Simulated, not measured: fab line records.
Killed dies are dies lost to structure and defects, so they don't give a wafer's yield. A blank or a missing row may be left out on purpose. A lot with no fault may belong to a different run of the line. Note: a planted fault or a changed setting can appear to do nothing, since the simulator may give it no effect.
Comparing a struck lot with a sound one | flow sky130 | 23 steps out of a route of 708
Sound: the wafers L594.2, L594.3, L594.5. Wafers L602.1, L602.2, L602.5 were the ones struck. The cause is named last.
Per side, at each step with rows, come the tool, then ch with its chambers, and then its first start. Under that, the readings that differ: sound wafers | struck wafers | difference of the means | sigmas: that difference in standard deviations of wafers without a fault.
alike: words and numbers the same on both sides, and readings whose means are apart by under 2 such deviations; not compared: readings that were withheld, readings missing a value for some wafer, numbers with overlapping values and no deviation given by the record, and bounds like >300 which may hide the same value.
Wherever a step has rows on one side only, a row that says differs or no value, or a row with sigmas, the two part there. Non-overlapping numbers with no deviation appear without sigmas and do not part them. A reading missing from all wafers of one side parts the sides only when that side holds two or more wafers.

first, 2 steps without rows for these wafers: SKY_LOCAL_INTERCONNECT_CLEAN_17 (cleans in IPA, time 180 s); SKY_LOCAL_INTERCONNECT_CLEAN_18 (cleans in O3/DIW).
SKY_CONTACT_CVD_00: deposits Si3N4, target thk 75 nm.
  sound on pecvd-02 ch 0,1, day 32 17:28; struck on pecvd-04 ch 0,2, day 35 21:07
  alike: heater-power-w
SKY_CONTACT_THK_MEAS_01:
  struck on film-metro-02, day 35 21:10; sound on film-metro-02, day 32 17:31
  alike: CONTACT_CVD_00_THK
then, 1 step without rows for these wafers: SKY_CONTACT_HDPCVD_02 (deposits SiO2, target thk 565 nm, time 94.2 s).
SKY_CONTACT_THK_MEAS_03:
  struck on film-metro-04, day 35 21:17; sound on film-metro-01, day 32 17:39
  alike: CONTACT_HDPCVD_THK
SKY_CONTACT_CMP_04: polishes SiO2.
  sound on cmp-01 ch 0,2,3, day 32 17:45; struck on cmp-02 ch 1,2, day 35 21:23
  alike: motor-current-A, retaining-ring-pressure-frac, time-to-endpoint-s
SKY_CONTACT_BOW_MEAS_05:
  struck on film-metro-02, day 35 21:38; sound on film-metro-04, day 32 18:01
  alike: CONTACT_BOW
then, 4 steps without rows for these wafers: SKY_CONTACT_DEHYDRATE_06 (time 60 s); SKY_CONTACT_HMDS_07 (prime time 60 s); SKY_CONTACT_COAT_08 (resist thk 60 nm); SKY_CONTACT_COAT_09 (resist thk 450 nm).
SKY_CONTACT_SOFTBAKE_10: time 90 s.
  sound on litho-track-02 ch 0, day 33 09:00; struck on litho-track-02 ch 0, day 36 10:00
  reading                                        | sound             | struck               | difference | sigmas
  heater-power-total-W (W)                       | 57.56 57.23 57.27 | 68.38 68.38 68.50    | +11.07     | +99 or more
  plate-temp-C (C)                               | 99.99 99.91 99.82 | 113.77 113.67 113.74 | +13.82     | +99 or more
  model.KrF-thick_of_CONTACT_COAT_09.thk-nm (nm) | 449.6 450.4 449.4 | 444.3 442.2 442.3    | -6.9       |
then, 3 steps without rows for these wafers: SKY_CONTACT_EXPOSE_11 (exposes mask CTM1, target cd 170 nm); SKY_CONTACT_PEB_12; SKY_CONTACT_DEVELOP_13 (develop time 60 s).
SKY_CONTACT_CD_MEAS_14 targets a cd of 170 nm.
  struck on cd-sem-01, day 37 00:12; sound on cd-sem-02, day 33 22:50
  reading    | sound             | struck            | difference | sigmas
  cd-nm (nm) | 168.0 168.4 167.4 | 179.3 181.2 180.5 | +12.4      | +8
SKY_CONTACT_OVL_MEAS_15:
  struck on overlay-01, day 37 00:19; sound on overlay-01, day 33 22:56
  alike: CONTACT_OVL
SKY_CONTACT_ETCH_16: etches BARC in N2/H2, stops on SiO2, time 45.9 s, target depth 60 nm.
  sound on rie-diel-02 ch 0,2,3, day 33 22:58; struck on rie-diel-01 ch 0,1,3, day 37 00:22
  reading                  | sound           | struck            | difference | sigmas
  bias-w (W)               | 100.0 99.8 99.1 | 100.4 100.0 100.5 | +0.7       | +2
  model.CONTACT.cd-nm (nm) | 166.9 167.8 167 | 178.7 180.6 179.7 | +12.4      |
  alike: drypump-motor-current-A, oes-product-au, throttle-valve-pct
  not compared: rf-hours-counter-h
SKY_CONTACT_ETCH_17: etches SiO2 in C4F8/O2/Ar, stops on Si3N4, target depth 340 nm.
  sound on rie-diel-02 ch 0,2,3, day 33 23:01; struck on rie-diel-01 ch 0,1,3, day 37 00:24
  alike: bias-w, oes-product-au
SKY_CONTACT_ETCH_18: etches Si3N4 in CHF3/O2, stops on TiN, time 39 s, target depth 75 nm.
  sound on rie-diel-02 ch 0,2,3; struck on rie-diel-01 ch 0,1,3
  reading                  | sound             | struck            | difference | sigmas
  model.CONTACT.cd-nm (nm) | 166.8 167.7 167.3 | 179.1 180.1 179.8 | +12.4      |
  alike: bias-w, drypump-motor-current-A, oes-product-au, throttle-valve-pct
  not compared: rf-hours-counter-h, model.KrF-thick_of_CONTACT_COAT_09.thk-nm
SKY_CONTACT_STRIP_19: strips in O2/N2.
  sound on plasma-asher-04 ch 1, day 33 23:06; struck on plasma-asher-04 ch 0,1, day 37 00:29
  alike: drypump-motor-current-A, oes-product-au, strip-time-to-endpoint-s
  not compared: rf-hours-counter-h
-- the record jumps here: 13 days lie between the struck wafers' starts before and after (it left off in module CONTACT and takes up again in module PAD_OPEN, whose first step shown is number 708 of the route) --
SKY_PAD_OPEN_PROBE_99:
  struck on prober-02, day 50 04:40; sound on prober-01, day 47 22:40
  reading                       | sound             | struck           | difference | sigmas
  model.etest.mcon-chain.rc-ohm | 17.55 16.86 17.11 | 15.12 15.21 15.4 | -1.93      |
  alike: killed_at_M0_to_M3, killed_at_M4_up, killed-at-contacts, killed-at-front-end, killed-at-other, killed-dies, killed-open, killed-short

== WHERE THEY PART ==
First at SKY_CONTACT_SOFTBAKE_10; last, within this record, at SKY_CONTACT_ETCH_16. Later steps at which nothing parts them and some readings are alike: SKY_CONTACT_ETCH_17, SKY_CONTACT_ETCH_18, SKY_CONTACT_STRIP_19, SKY_PAD_OPEN_PROBE_99.

WHY: what the simulator had put in
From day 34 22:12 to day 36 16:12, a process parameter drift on litho-track-02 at SKY_CONTACT_SOFTBAKE_10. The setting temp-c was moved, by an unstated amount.
